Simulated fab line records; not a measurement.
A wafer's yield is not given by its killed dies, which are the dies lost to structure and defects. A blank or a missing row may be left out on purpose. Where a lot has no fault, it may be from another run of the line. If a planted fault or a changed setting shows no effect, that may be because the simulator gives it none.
A single fault, viewed from 2 desks	flow gf180mcu	each desk has only its own numbers; what lay behind them comes last

THE TOOL OWNER'S DESK: pecvd-01
The tool's own readings at GF_PASSIVATION_CVD_02 (deposits Si3N4, target thk 700 nm, time 486.18 s): means of the sampled wafers that have a number, for each lot that ran on this tool. If a lot's mean is further than 4 standard deviations from the usual mean, the lot is out of limits and carries the mark OUT (the distance appears in the brackets).
Columns: A = heaterPowerW at GF_PASSIVATION_CVD_02, usual 761 W
lot	first seen here	A
L500	day 29 01:11	873
L503	day 29 23:11	880
L504	day 30 06:27	886
L518	day 33 19:01	802
L517	day 33 23:40	903
L519	day 34 00:42	872
L520	day 34 06:45	823
Finding of this desk: none of the 7 lots has anything out of limits.

AT THE METROLOGY DESK
What the gauges read for every lot (on any tool): the sampled wafers with a number, averaged. If a lot's mean is further than 4 standard deviations from the usual mean, the lot is out of limits and carries the mark OUT (the distance appears in the brackets).
Columns: A = V5_BOW at GF_V5_BOW_MEAS_05, usual 136 um; B = PASSIVATION_CVD_02_THK at GF_PASSIVATION_THK_MEAS_03, usual 697 nm
lot	first seen here	A	B
L500	day 27 06:08	144	704
L501	day 27 13:47	144	695
L502	day 28 01:11	142	688
L503	day 28 06:17	129	856 (+16) OUT
L504	day 28 14:06	118	776 (+7.9) OUT
L512	day 30 20:04	125	696
L514	day 31 07:25	140	702
L516	day 31 18:08	144	712
L518	day 32 10:01	135	690
L517	day 32 13:11	139	692
L519	day 32 15:24	155	700
L520	day 32 20:37	127	690
This desk's result: L503, L504 out of limits, first on L503 (PASSIVATION_CVD_02_THK at GF_PASSIVATION_THK_MEAS_03), day 29 23:29. L500, L501, L502, L512, L514, L516, L518, L517, L519, L520 stayed within limits.

BROUGHT TOGETHER
The metrology desk could have raised an alarm at day 29 23:29, on L503, L504.
The desk of the tool owner found nothing out of limits.
The tool owner's desk has L503, L504 on record, within its limits.
The lots listed all ran GF_PASSIVATION_CVD_02 on pecvd-01.

WHAT THE SIMULATOR HAD INSERTED
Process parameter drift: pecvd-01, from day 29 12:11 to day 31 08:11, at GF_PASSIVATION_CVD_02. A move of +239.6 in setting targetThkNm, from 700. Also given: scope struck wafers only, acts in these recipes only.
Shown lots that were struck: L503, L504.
Per desk, hours elapsed from the start of the fault to the first reading out of limits: for the metrology desk, 11.
